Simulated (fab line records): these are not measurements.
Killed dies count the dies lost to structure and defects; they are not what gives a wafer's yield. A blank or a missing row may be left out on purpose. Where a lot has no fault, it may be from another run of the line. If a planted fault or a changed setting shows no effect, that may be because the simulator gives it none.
A struck lot beside a sound one    flow sky130    20 steps out of a route of 708
Sound: these wafers, L982.2, L982.4, L982.6. Wafers struck: L976.3, L976.4, L976.5. Last of all comes the cause.
Each step with rows lists, per side, the tool, then ch with its chambers, then its first start. Under that, the readings that differ: sound wafers    struck wafers    difference of the means    sigmas: that difference in standard deviations of wafers without a fault.
alike: same words and numbers on both sides, and readings whose means sit less than 2 such deviations apart. not compared: any withheld reading, any reading some wafer has no value for, any bound like >300 that may hide the same value, and any number with overlapping values for which the record gives no deviation.
The two part at a step that has a row with sigmas, a row that says differs or no value, or rows on one side only. When numbers do not overlap yet have no deviation, they are printed without sigmas and do not part them. Lack of a reading on every wafer of one side parts them only where that side has two or more wafers.

SKY_RES_XHIGH_STRIP_08: strips in O2/N2.
  sound on plasma asher-02 ch 0,1, day 34 15:19; struck on plasma asher-03 ch 0,1, day 31 20:15
  alike: drypump motor current A, n2 flow sccm, oes product au, strip time to endpoint s
  not compared: rf hours counter h
SKY_RES_XHIGH_TW_MEAS_09:
  sound on film metro-03 at day 34 15:25; struck on film metro-04 at day 31 20:20
reading       sound           struck          difference  sigmas
RES_XHIGH_TW  1662 1658 1657  1620 1611 1617  -43         -3
then, 7 steps without rows for these wafers: SKY_SD_N_DEHYDRATE_00 (time 60 s); SKY_SD_N_HMDS_01 (prime time 60 s); SKY_SD_N_COAT_02 (resist thk 1140 nm); SKY_SD_N_SOFTBAKE_03 (time 60 s); SKY_SD_N_EXPOSE_04 (exposes mask NSDM, target cd 380 nm); SKY_SD_N_PEB_05; SKY_SD_N_DEVELOP_06 (develop time 60 s).
SKY_SD_N_CD_MEAS_07: target cd 380 nm.
  sound on cd sem-01 at day 35 18:03; struck on cd sem-01 at day 33 00:04
  alike: cd nm
SKY_SD_N_OVL_MEAS_08:
  sound on overlay-02 at day 35 18:10; struck on overlay-02 at day 33 00:10
  alike: SD_N_OVL
next, for these wafers, 1 step has no rows: SKY_SD_N_IMPLANT_09.
SKY_SD_N_IMPLANT_10:
  sound on implanter-02 ch 0, day 35 18:22; struck on implanter-01 ch 0, day 33 00:23
reading        sound                           struck                            difference   sigmas
beam on s (s)  10.57 10.53 10.67               19.89 20.30 20.47                 +9.63        +34
dose ions cm2  1.0011e+14 1.003e+14 9.994e+13  1.8562e+14 1.8559e+14 1.8568e+14  +8.5513e+13  +99 or more
SKY_SD_N_STRIP_11: strips in O2/N2.
  sound on plasma asher-02 ch 0, day 35 18:29; struck on plasma asher-02 ch 0,1, day 33 00:31
  alike: drypump motor current A, n2 flow sccm, oes product au, strip time to endpoint s
  not compared: rf hours counter h
SKY_SD_N_TW_MEAS_12:
  sound on film metro-03 at day 35 18:36; struck on film metro-03 at day 33 00:37
  alike: SD_N_TW
then, 1 step without rows for these wafers: SKY_SD_N_CLEAN_13 (cleans in SC1/SC2, time 150 s).
SKY_SD_N_RTA_14: time 2 s.
  sound on rtp anneal-01 ch 0, day 35 18:43; struck on rtp anneal-01 ch 0, day 33 00:43
reading         sound              struck             difference  sigmas
chamber o2 ppm  2.042 2.037 2.036  1.978 1.988 1.999  -0.050      -2
  alike: anneal temp c max, lamp power pct, wafer_temp_C_max
SKY_SD_N_RS_MEAS_16: measurement is done with a four-point probe.
  sound on film metro-04 at day 35 18:53; struck on film metro-02 at day 33 01:16
reading           sound              struck             difference  sigmas
SD_N_RS (ohm/sq)  68.71 68.58 68.62  66.39 66.51 66.44  -2.19       -15
  not compared: hold
SKY_SD_N_RS_MEAS_17: measurement is done with a four-point probe.
  sound on film metro-04 at day 35 19:01; struck on film metro-02 at day 33 03:46
reading  sound  struck                                                                      difference                    sigmas
hold     - - -  await dispo/2.4h/release await dispo/2.4h/release await dispo/2.4h/release  no value on the sound wafers  
  alike: SD_P_RS
-- a jump in the record: the struck wafers' starts before and after are 16 days apart (it breaks off in module SD_N and resumes in module PAD_OPEN, where the first step shown is number 708 of the route) --
SKY_PAD_OPEN_PROBE_99:
  sound on prober-02 at day 51 00:13; struck on prober-02 at day 49 11:11
reading                             sound              struck             difference  sigmas
model.etest.res ndiff.rs ohm sq     119.7 120.2 120    118.6 119.1 118.2  -1.3        
model.etest.res ndiff hv.rs ohm sq  113.8 113.8 113.9  112.3 112.9 112.9  -1.1        
  alike: killed_at_M0_to_M3, killed_at_M4_up, killed at contacts, killed at front end, killed at other, killed dies, killed open, killed short

## WHERE THEY PART
Last at SKY_SD_N_RS_MEAS_17 as far as this record goes, first at SKY_RES_XHIGH_TW_MEAS_09. Later steps at which nothing parts them and some readings are alike: SKY_PAD_OPEN_PROBE_99.

WHY: the cause the simulator had injected
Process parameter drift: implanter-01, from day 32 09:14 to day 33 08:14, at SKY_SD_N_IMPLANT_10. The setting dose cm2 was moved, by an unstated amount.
